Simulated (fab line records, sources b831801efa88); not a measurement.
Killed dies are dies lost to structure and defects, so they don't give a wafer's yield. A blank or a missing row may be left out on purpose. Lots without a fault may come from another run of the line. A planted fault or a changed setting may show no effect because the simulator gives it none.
fab line records | flow gf180mcu
record lots=13 wafers=39 last_day=34
route steps=602 shown M1@318 V1@336
lots that met no fault: from a run of the same line without faults
start_h: hours from the record's first day to the start of the lot's first wafer shown | wait_h: hours since the lot's step before | " the same as in the row above | L1.1+2: a row that stands for several wafers | - no value, or no start given | * or withheld: withheld | < > ~ a bound
route shown NAME@n: a module of which the file shows steps, and the number in the route of the first | usual: mean/standard deviation of fault-free wafers | same: alike in all rows | chamber/n: place in a boat | sites: the reading at each site | _std_site: their standard deviation | _edge_site: outer sites' mean less inner sites' | radius_mm: how far each site lies from the wafer's centre | mask NAME#n: copy n | behind: the tool/chamber that last shaped the wafer | hold: why the lot was held/for how many hours/how that ended | device: the transistor (n, p or np) that didn't switch | end of line: the same wafers' tests at the end of the route | a step without rows: its recipe alone | killed: dies lost to structure and defects at the first sort, not the wafer's yield | map: a wafer's dies, x killed, . not, _ none there
set.NAME: the setting as run; set.NAME@STEP: as run at that earlier step | model.NAME: the simulator's own value behind a step, which no gauge read
steps of the route over a sample of lots; a table a step, a row a wafer
services: from which hour (start_h, from the record's first day; less than 0 if before it) a tool's chamber was out of use, for how many hours, and why
## steps
# step GF_M1_SPUTTER_03
# recipe material=Ti target_thk_nm=10 substrate_temp_c=300 chamber_pressure_pa=0.3 power_w=3000 time_s=6.7
# usual throttle_valve_pct=30.4/1
# columns lot.wafer tool chamber start_h wait_h throttle_valve_pct
L489.1 pvd_sputter-01 - 356.56 0.0 31.2
L489.5 " - " " 31.3
L489.6 " - " " 31.1
L490.3 pvd_sputter-02 - 370.73 0.0 31.2
L490.5 " - " " 31.2
L490.6 " - " " 31.0
L492.1 pvd_sputter-03 - 380.86 0.0 29.8
L492.3 " - " " 29.4
L492.4 " - " " 29.8
L491.1 pvd_sputter-01 - 387.98 0.0 31.0
L491.2 " - " " 31.8
L491.5 " - " " 31.3
L493.3 pvd_sputter-03 - 391.10 0.0 30.2
L493.4 " - " " 29.2
L493.5 " - " " 29.7
L499.1 pvd_sputter-03 - 460.15 0.0 29.3
L499.2 " - " " 28.5
L499.6 " - " " 29.8
L503.3 pvd_sputter-03 - 485.52 0.0 30.0
L503.5 " - " " 29.4
L503.6 " - " " 29.9
L506.1 pvd_sputter-03 - 513.24 0.0 29.5
L506.2 " - " " 28.2
L506.3 " - " " 30.0
L507.2 pvd_sputter-01 - 518.85 0.0 31.1
L507.3 " - " " 31.2
L507.6 " - " " 31.9
L509.3 pvd_sputter-03 - 540.40 0.0 29.9
L509.5 " - " " 29.9
L509.6 " - " " 29.3
L510.1 pvd_sputter-03 - 547.66 0.0 29.3
L510.3 " - " " 28.2
L510.5 " - " " 29.9
L511.2 pvd_sputter-02 - 555.86 0.0 30.8
L511.3 " - " " 31.1
L511.6 " - " " 31.0
L512.3 pvd_sputter-01 - 559.11 0.0 30.3
L512.4 " - " " 30.9
L512.6 " - " " 31.8
# step GF_M1_OVL_MEAS_15
# usual M1_OVL=-3/4.6
# columns lot.wafer tool chamber start_h wait_h M1_OVL[nm]
L489.1 overlay-02 - 379.16 0.1 -4
L489.5 " - " " -3
L489.6 " - " " -1
L490.3 overlay-01 - 393.93 0.1 -5
L490.5 " - " " 0
L490.6 " - " " -4
L492.1 overlay-01 - 403.89 0.1 4
L492.3 " - " " 5
L492.4 " - " " 2
L491.1 overlay-01 - 411.31 0.1 0
L491.2 " - " " -1
L491.5 " - " " 1
L493.3 overlay-02 - 414.85 0.1 -11
L493.4 " - " " -16
L493.5 " - " " -6
L499.1 overlay-02 - 483.88 0.1 -3
L499.2 " - " " -8
L499.6 " - " " -4
L503.3 overlay-02 - 508.82 0.1 3
L503.5 " - " " 0
L503.6 " - " " -2
L506.1 overlay-02 - 535.98 0.1 0
L506.2 " - " " -1
L506.3 " - " " -10
L507.2 overlay-01 - 541.34 0.1 -3
L507.3 " - " " -1
L507.6 " - " " -7
L509.3 overlay-02 - 562.87 0.1 -6
L509.5 " - " " -10
L509.6 " - " " -7
L510.1 overlay-02 - 569.96 0.1 0
L510.3 " - " " -7
L510.5 " - " " -1
L511.2 overlay-02 - 577.54 0.1 -3
L511.3 " - " " 2
L511.6 " - " " -5
L512.3 overlay-01 - 581.22 0.1 -12
L512.4 " - " " -5
L512.6 " - " " -6
# step GF_M1_METAL_ETCH_16
# recipe chemistry=Cl2/BCl3 mask_material=KrF target_depth_nm=750.8 stop_on=SiO2 pressure_mtorr=8 icp_w=800 bias_w=140 Cl2_flow_sccm=80 bcl3_flow_sccm=40 time_s=125.1
# usual drypump_motor_current_A=6.1/0.37 oes_product_au=0.991/0.0058 throttle_valve_pct=28.230/0.0098
# columns lot.wafer tool chamber start_h wait_h drypump_motor_current_A oes_product_au rf_hours_counter_h throttle_valve_pct
L489.1 rie_metal-02 0 379.20 0.0 5.4 0.988 10 28.235
L489.5 " 1 " " 6.6 0.992 - 28.232
L489.6 " 0 " " 5.4 0.975 - 28.230
L490.3 rie_metal-02 0 393.99 0.1 5.4 0.994 - 28.237
L490.5 " 0 " " 5.4 0.998 - 28.224
L490.6 " 1 " " 6.6 0.986 - 28.218
L492.1 rie_metal-02 1 403.92 0.0 6.6 0.987 6 28.236
L492.3 " 0 " " 5.4 0.984 - 28.232
L492.4 " 1 " " 6.6 0.991 - 28.233
L491.1 rie_metal-02 1 411.35 0.0 6.6 0.995 7 28.231
L491.2 " 0 " " 5.4 0.986 11 28.229
L491.5 " 0 " " 5.4 0.984 - 28.238
L493.3 rie_metal-03 0 414.92 0.1 5.8 0.985 - 28.213
L493.4 " 1 " " 6.1 0.988 - 28.220
L493.5 " 1 " " 6.1 0.998 - 28.232
L499.1 rie_metal-03 0 483.92 0.0 5.8 0.992 5 28.229
L499.2 " 1 " " 6.1 0.803 8 28.449
L499.6 " 0 " " 5.8 0.994 - 28.242
L503.3 rie_metal-03 1 508.89 0.1 6.2 0.992 - 28.213
L503.5 " 1 " " 6.1 0.784 - 28.446
L503.6 " 0 " " 5.8 0.988 - 28.233
L506.1 rie_metal-04 0 536.02 0.0 6.2 1.001 3 28.222
L506.2 " 1 " " 6.6 0.995 1 28.217
L506.3 " 0 " " 6.1 0.992 - 28.239
L507.2 rie_metal-02 0 541.37 0.0 5.4 1.000 0 28.232
L507.3 " 1 " " 6.6 0.988 - 28.227
L507.6 " 1 " " 6.6 0.989 - 28.235
L509.3 rie_metal-03 0 562.94 0.1 5.8 0.991 - 28.237
L509.5 " 0 " " 5.8 0.999 - 28.216
L509.6 " 1 " " 6.1 1.001 - 28.233
L510.1 rie_metal-04 0 570.00 0.0 6.2 0.983 3 28.230
L510.3 " 0 " " 6.2 0.986 - 28.222
L510.5 " 0 " " 6.1 0.990 - 28.243
L511.2 rie_metal-02 1 577.57 0.0 6.6 0.994 11 28.234
L511.3 " 0 " " 5.4 0.990 - 28.235
L511.6 " 0 " " 5.4 0.988 - 28.228
L512.3 rie_metal-03 0 581.29 0.1 5.9 0.996 - 28.240
L512.4 " 1 " " 6.1 0.999 - 28.232
L512.6 " 1 " " 6.1 1.002 - 28.208
# step GF_M1_STRIP_17
# recipe chemistry=O2/N2 power_w=1400 pressure_mtorr=1500 platen_temp_c=250 o2_flow_sccm=3000 n2_flow_sccm=300 overash_fraction=0.5
# usual drypump_motor_current_A=5.6/0.51 heater_power_w=325/40 oes_product_au=0.537/0.0048 strip_time_to_endpoint_s=7.38/0.045
# columns lot.wafer tool chamber start_h wait_h drypump_motor_current_A heater_power_w oes_product_au rf_hours_counter_h strip_time_to_endpoint_s
L489.1 plasma_asher-03 1 379.33 0.1 6.1 298 0.538 55 7.41
L489.5 " 0 " " 6.1 355 0.529 - 7.37
L489.6 " 1 " " 6.1 298 0.544 - 7.37
L490.3 plasma_asher-04 0 394.11 0.1 5.0 383 0.528 - 7.36
L490.5 " 0 " " 4.9 386 0.529 - 7.36
L490.6 " 1 " " 5.4 325 0.533 - 7.41
L492.1 plasma_asher-03 1 404.05 0.1 6.1 300 0.537 58 7.40
L492.3 " 0 " " 6.1 369 0.536 - 7.41
L492.4 " 1 " " 6.1 303 0.542 - 7.44
L491.1 plasma_asher-02 1 411.48 0.1 5.7 255 0.532 31 7.36
L491.2 " 0 " " 4.8 313 0.543 31 7.41
L491.5 " 0 " " 4.9 311 0.543 - 7.41
L493.3 plasma_asher-02 0 415.04 0.1 4.9 313 0.526 - 7.40
L493.4 " 1 " " 5.7 258 0.537 - 7.36
L493.5 " 0 " " 4.9 312 0.531 - 7.34
L499.1 plasma_asher-02 0 484.05 0.1 4.9 314 0.540 40 7.42
L499.2 " 1 " " 5.7 263 0.587 40 8.33
L499.6 " 1 " " 5.7 258 0.541 - 7.38
L503.3 plasma_asher-04 1 509.01 0.1 5.4 323 0.538 - 7.42
L503.5 " 1 " " 5.4 332 0.582 - 8.43
L503.6 " 0 " " 4.9 380 0.541 - 7.44
L506.1 plasma_asher-03 0 536.15 0.1 6.1 357 0.541 70 7.44
L506.2 " 1 " " 6.1 295 0.534 70 7.39
L506.3 " 0 " " 6.1 362 0.537 - 7.47
L507.2 plasma_asher-03 1 541.50 0.1 6.1 295 0.537 71 7.32
L507.3 " 0 " " 6.1 367 0.538 - 7.39
L507.6 " 0 " " 6.1 366 0.537 - 7.37
L509.3 plasma_asher-03 1 563.06 0.1 6.1 297 0.541 - 7.40
L509.5 " 1 " " 6.2 292 0.539 - 7.39
L509.6 " 0 " " 6.1 367 0.539 - 7.33
L510.1 plasma_asher-04 1 570.13 0.1 5.4 330 0.539 14 7.42
L510.3 " 0 " " 4.9 388 0.544 - 7.40
L510.5 " 0 " " 4.9 386 0.539 - 7.38
L511.2 plasma_asher-04 1 577.70 0.1 5.4 323 0.535 15 7.37
L511.3 " 1 " " 5.4 340 0.532 - 7.31
L511.6 " 1 " " 5.4 329 0.540 - 7.32
L512.3 plasma_asher-03 0 581.41 0.1 6.1 366 0.541 - 7.47
L512.4 " 1 " " 6.2 301 0.535 - 7.31
L512.6 " 1 " " 6.1 306 0.525 - 7.34
# step GF_V1_THK_MEAS_01
# recipe reads=SiO2_of_V1_CVD_00
# usual V1_CVD_00_THK=603/6.6
# columns lot.wafer tool chamber start_h wait_h V1_CVD_00_THK[nm]
L489.1 film_metro-01 - 379.97 0.0 593
L489.5 " - " " 593
L489.6 " - " " 603
L490.3 film_metro-01 - 394.70 0.1 593
L490.5 " - " " 599
L490.6 " - " " 591
L492.1 film_metro-03 - 404.66 0.0 602
L492.3 " - " " 610
L492.4 " - " " 589
L491.1 film_metro-01 - 412.08 0.0 609
L491.2 " - " " 600
L491.5 " - " " 606
L493.3 film_metro-01 - 415.63 0.1 603
L493.4 " - " " 597
L493.5 " - " " 609
L499.1 film_metro-01 - 484.69 0.0 608
L499.6 " - " " 608
L503.3 film_metro-03 - 509.63 0.1 603
L503.6 " - " " 614
L506.1 film_metro-03 - 536.75 0.0 607
L506.2 " - " " 599
L506.3 " - " " 599
L507.2 film_metro-04 - 542.11 0.0 617
L507.3 " - " " 597
L507.6 " - " " 599
L509.3 film_metro-04 - 563.65 0.1 606
L509.5 " - " " 608
L509.6 " - " " 602
L510.1 film_metro-04 - 570.76 0.0 611
L510.3 " - " " 620
L510.5 " - " " 613
L511.2 film_metro-04 - 578.34 0.0 606
L511.3 " - " " 603
L511.6 " - " " 615
L512.3 film_metro-03 - 582.03 0.1 613
L512.4 " - " " 600
L512.6 " - " " 605
## services
# columns tool chamber start_h hours kind
rie_metal-02 - 344.08 28.1 pm
pvd_sputter-01 - 349.39 4.9 repair
plasma_asher-03 - 350.86 2.8 pm
plasma_asher-03 - 373.90 3.0 repair
rie_metal-03 - 375.77 2.8 pm
pvd_sputter-02 - 382.66 10.6 repair
plasma_asher-04 - 421.25 9.0 pm
plasma_asher-04 0 421.25 9.0 vent_cycle
plasma_asher-04 1 421.25 9.0 vent_cycle
pvd_sputter-03 - 422.02 0.7 repair
plasma_asher-03 - 431.45 0.4 repair
plasma_asher-03 - 442.50 15.6 pm
plasma_asher-04 - 465.03 4.0 repair
rie_metal-02 - 491.43 15.6 pm
pvd_sputter-01 - 491.49 1.6 repair
pvd_sputter-03 0 492.24 - consumable_replace:kit
pvd_sputter-03 0 492.24 18.0 scheduled_down
pvd_sputter-03 0 492.24 18.0 vent_cycle
plasma_asher-02 - 511.76 2.8 pm
pvd_sputter-02 - 513.99 8.7 repair
rie_metal-02 0 520.35 - clean
rie_metal-02 0 520.35 15.6 scheduled_down
rie_metal-02 0 520.35 15.6 vent_cycle
rie_metal-02 - 564.68 0.3 repair
## key
first_sign step=GF_M1_METAL_ETCH_16 reading=oes_product_au direction=down sigmas=34 usual=0.991 struck=0.793
effect step=GF_M1_METAL_ETCH_16 reading=throttle_valve_pct direction=up sigmas=22 usual=28.230 struck=28.448
effect step=GF_M1_STRIP_17 reading=strip_time_to_endpoint_s direction=up sigmas=22 usual=* struck=*
met_at GF_M1_METAL_ETCH_16
struck_lots L499,L503
struck_wafers L499.2,L503.5
later_rows_left_out L499.2,L503.5
sort_left_out L499.2,L503.5
not_acting_at GF_M1_SPUTTER_03,GF_M1_OVL_MEAS_15,GF_V1_THK_MEAS_01
onset_between 414.92 483.92
fault kind=process_parameter_drift tool=rie_metal-03 chamber=- onset_h=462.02 steps=GF_M1_METAL_ETCH_16 channel=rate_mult offset=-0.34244 shape=step end_h=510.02 scope=struck_wafers_only
# sort_left_out: the simulated sort isn't trusted on such a fault, so these wafers' sort isn't shown, and their yield isn't known
# later_rows_left_out: the simulator's readings of these wafers behind a module that went badly wrong aren't trusted and aren't shown, but for the sort
